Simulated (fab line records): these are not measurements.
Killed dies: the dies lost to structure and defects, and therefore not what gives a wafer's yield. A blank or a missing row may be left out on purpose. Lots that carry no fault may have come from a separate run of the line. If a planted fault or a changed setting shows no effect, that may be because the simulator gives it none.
The tool behind it: which one?	flow sky130	10 lots with 30 wafers sampled at 7 steps, on a route of 708 steps

## WHAT THE GAUGES SHOWED, per wafer
SKY_METAL1_RS_MEAS_05: uses a four-point probe to measure. Usual: METAL1_ALCU_RS gives 0.1273 ohm/sq (standard deviation 0.0011).
lot	measured	on	METAL1_ALCU_RS (ohm/sq)	flag
L320	day 32 02:20	film_metro-04	0.1288 0.1282 0.1281	
L321	day 32 18:23	film_metro-01	0.1269 0.1272 0.1268	
L323	day 33 05:59	film_metro-04	0.1269 0.1263 0.1272	
L324	day 33 19:09	film_metro-01	0.1288 0.1273 0.1276	
L325	day 33 20:11	film_metro-04	0.1275 0.1273 0.1277	
L328	day 35 04:14	film_metro-01	0.1265 0.1260 0.1266	
L330	day 36 03:01	film_metro-03	0.1271 0.1268 0.1273	
L332	day 36 14:38	film_metro-03	0.1296 0.1295 0.1307	
L339	day 37 23:35	film_metro-04	0.2407 0.1264 0.2366	OFF
L340	day 38 07:10	film_metro-04	0.1255 0.1264 0.2381	OFF

SKY_METAL1_THK_MEAS_06: measures by xrf. Usual: METAL1_ALCU_THK gives 248.4 nm (standard deviation 2.2).
lot	measured	on	METAL1_ALCU_THK (nm)	flag
L320	day 32 02:27	film_metro-04	246.2 249.3 246.4	
L321	day 32 18:31	film_metro-01	248.4 247.9 252.4	
L323	day 33 06:04	film_metro-04	249.7 250.8 250.9	
L324	day 33 19:16	film_metro-01	247.8 246.6 247.4	
L325	day 33 20:19	film_metro-04	248.4 248.5 249.0	
L328	day 35 04:19	film_metro-01	246.2 249.6 249.9	
L330	day 36 03:07	film_metro-03	249.8 250.9 248.2	
L332	day 36 14:44	film_metro-03	246.0 243.8 243.1	
L339	day 37 23:43	film_metro-04	134.8 250.3 137.1	OFF
L340	day 38 07:16	film_metro-04	252.1 251.1 137.9	OFF

SKY_METAL2_THK_MEAS_06: measures by xrf. Usual: METAL2_ALCU_THK gives 248.3 nm (standard deviation 2.8).
lot	measured	on	METAL2_ALCU_THK (nm)	flag
L320	day 34 11:53	film_metro-01	245.0 247.1 247.5	
L321	day 35 02:10	film_metro-02	246.3 246.3 241.7	
L323	day 35 13:48	film_metro-03	247.8 246.3 249.5	
L324	day 36 03:41	film_metro-03	243.6 244.6 244.2	
L325	day 36 04:36	film_metro-03	247.9 250.2 246.6	
L328	day 37 11:39	film_metro-03	250.3 250.8 250.5	
L330	day 38 09:41	film_metro-03	244.5 246.0 246.1	
L332	day 38 21:11	film_metro-01	246.6 252.3 247.0	
L339	day 40 04:29	film_metro-02	246.7 245.3 246.0	
L340	day 40 12:02	film_metro-01	248.5 250.9 249.6	

## WHICH TOOL RAN EACH LOT (tool, then ch and the chambers of the sampled wafers, then the start)
lot	SKY_METAL1_SPUTTER_01	SKY_METAL1_SPUTTER_02	SKY_METAL1_METAL_ETCH_19	SKY_METAL2_SPUTTER_03
L320	pvd_sputter-03, day 32 02:13	pvd_sputter-03, day 32 02:14	rie_metal-04 ch 0,1, day 33 06:34	pvd_sputter-03, day 34 11:42
L321	pvd_sputter-01, day 32 18:16	pvd_sputter-01, day 32 18:18	rie_metal-04 ch 0,1, day 33 20:49	pvd_sputter-02, day 35 01:59
L323	pvd_sputter-03, day 33 05:49	pvd_sputter-03, day 33 05:50	rie_metal-01 ch 0,1, day 34 09:08	pvd_sputter-03, day 35 13:35
L324	pvd_sputter-01, day 33 19:01	pvd_sputter-01, day 33 19:02	rie_metal-03 ch 1, day 34 22:07	pvd_sputter-02, day 36 03:29
L325	pvd_sputter-01, day 33 20:04	pvd_sputter-01, day 33 20:05	rie_metal-01 ch 0, day 34 22:52	pvd_sputter-01, day 36 04:25
L328	pvd_sputter-01, day 35 04:03	pvd_sputter-01, day 35 04:05	rie_metal-04 ch 0,1, day 36 06:23	pvd_sputter-03, day 37 11:26
L330	pvd_sputter-01, day 36 02:53	pvd_sputter-01, day 36 02:54	rie_metal-03 ch 0,1, day 37 05:29	pvd_sputter-01, day 38 09:29
L332	pvd_sputter-01, day 36 14:28	pvd_sputter-01, day 36 14:29	rie_metal-04 ch 0,1, day 37 17:00	pvd_sputter-03, day 38 20:59
L339	pvd_sputter-01, day 37 23:28	pvd_sputter-01, day 37 23:29	rie_metal-01 ch 1, day 39 01:17	pvd_sputter-03, day 40 04:18
L340	pvd_sputter-01, day 38 07:00	pvd_sputter-01, day 38 07:01	rie_metal-04 ch 0,1, day 39 08:16	pvd_sputter-01, day 40 11:50
- SKY_METAL1_SPUTTER_01: material TiN, target thk 20 nm, time 16.7 s.
- SKY_METAL1_SPUTTER_02: material AlCu, target thk 250 nm, time 13.3 s.
- SKY_METAL1_METAL_ETCH_19: etches the open film in Cl2/BCl3, stops on SiO2, target depth 360 nm, time 78 s.
- SKY_METAL2_SPUTTER_03: material Ti, target thk 5 nm, time 3.3 s.

## AS READ BY THE TOOLS THEMSELVES (means over the sampled wafers that have a number; for cases with no such wafer, the mark the record gives instead)
SKY_METAL1_SPUTTER_01. Usual: chamber_pressure_pa 0.4000 Pa, standard deviation 0.00077; throttle_valve_pct 30.2 %, standard deviation 0.74.
lot	tool	chamber_pressure_pa (Pa)	throttle_valve_pct (%)	flag
L320	pvd_sputter-03	0.3993	30.3	
L321	pvd_sputter-01	0.3992	30.2	
L323	pvd_sputter-03	0.3995	30.6	
L324	pvd_sputter-01	0.4000	30.3	
L325	pvd_sputter-01	0.4006	30.5	
L328	pvd_sputter-01	0.3995	30.4	
L330	pvd_sputter-01	0.3997	30.2	
L332	pvd_sputter-01	0.4003	30.4	
L339	pvd_sputter-01	0.3996	30.5	
L340	pvd_sputter-01	0.4002	30.1	

SKY_METAL1_SPUTTER_02. Usual: chamber_pressure_pa 0.4000 Pa, standard deviation 0.00074; throttle_valve_pct 30.2 %, standard deviation 0.75.
lot	tool	chamber_pressure_pa (Pa)	throttle_valve_pct (%)	flag
L320	pvd_sputter-03	0.4002	30.4	
L321	pvd_sputter-01	0.3995	30.5	
L323	pvd_sputter-03	0.3999	30.7	
L324	pvd_sputter-01	0.3995	30.1	
L325	pvd_sputter-01	0.4001	30.6	
L328	pvd_sputter-01	0.4006	30.5	
L330	pvd_sputter-01	0.3996	29.9	
L332	pvd_sputter-01	0.4004	30.3	
L339	pvd_sputter-01	0.4000	30.3	
L340	pvd_sputter-01	0.4010	30.1	

SKY_METAL1_METAL_ETCH_19. Usual: drypump_motor_current_A 5.7 A, standard deviation 0.62; he_backside_leak_sccm 3.28 sccm, standard deviation 0.27; oes_product_au 0.853 a.u., standard deviation 0.0053; throttle_valve_pct 22.263 %, standard deviation 0.0085.
lot	tool	drypump_motor_current_A (A)	he_backside_leak_sccm (sccm)	oes_product_au (a.u.)	throttle_valve_pct (%)	flag
L320	rie_metal-04	5.1	3.11	0.853	22.256	
L321	rie_metal-04	5.1	3.04	0.845	22.271	
L323	rie_metal-01	6.3	3.35	0.858	22.269	
L324	rie_metal-03	5.2	3.14	0.854	22.257	
L325	rie_metal-01	6.5	3.48	0.852	22.268	
L328	rie_metal-04	5.1	3.35	0.855	22.252	
L330	rie_metal-03	6.0	3.09	0.853	22.255	
L332	rie_metal-04	5.1	3.17	0.846	22.265	
L339	rie_metal-01	6.2	3.25	0.774	22.260	OFF
L340	rie_metal-04	5.1	3.19	0.815	22.257	OFF

SKY_METAL2_SPUTTER_03. Usual: chamber_pressure_pa 0.4001 Pa, standard deviation 0.00086; throttle_valve_pct 30.3 %, standard deviation 0.76.
lot	tool	chamber_pressure_pa (Pa)	throttle_valve_pct (%)	flag
L320	pvd_sputter-03	0.3999	30.8	
L321	pvd_sputter-02	0.4008	29.8	
L323	pvd_sputter-03	0.4006	30.7	
L324	pvd_sputter-02	0.4005	29.4	
L325	pvd_sputter-01	0.3998	30.6	
L328	pvd_sputter-03	0.4007	30.8	
L330	pvd_sputter-01	0.3999	30.3	
L332	pvd_sputter-03	0.4000	30.8	
L339	pvd_sputter-03	0.3994	30.1	
L340	pvd_sputter-01	0.4007	30.6	

## THE ANSWER, worked out from the rows above alone
Rule: a lot counts as off when the mean over its wafers that have a number is more than 3 standard deviations away from the usual mean. A lot without any number at a reading at which 4 lots or more have one is off too. All remaining lots with rows at the step are treated as sound. Order of review: gauges by route order, followed by the tools' own readings, for which a lot's mean as printed above is used. At the first step where some lot is off, the reading lying furthest off is the one used; lots without a number count as furthest.
Off: L339, L340, seen at SKY_METAL1_RS_MEAS_05 (METAL1_ALCU_RS).
A tool fits if, at a process step before that reading, it ran every lot that is off, and no sound lot after the first of them. The gauges at SKY_METAL1_RS_MEAS_05 aren't tried: what is off there is off at SKY_METAL1_METAL_ETCH_19 too, on other tools, and a gauge's error can't cause that. One fits: SKY_METAL1_SPUTTER_01 and SKY_METAL1_SPUTTER_02 on pvd_sputter-01. At SKY_METAL1_SPUTTER_01 its last sound lot is L332 (day 36 14:28), its first lot that is off L339 (day 37 23:28): a fault that began between those two fits.

## WHAT HAD BEEN PUT IN BY THE SIMULATOR
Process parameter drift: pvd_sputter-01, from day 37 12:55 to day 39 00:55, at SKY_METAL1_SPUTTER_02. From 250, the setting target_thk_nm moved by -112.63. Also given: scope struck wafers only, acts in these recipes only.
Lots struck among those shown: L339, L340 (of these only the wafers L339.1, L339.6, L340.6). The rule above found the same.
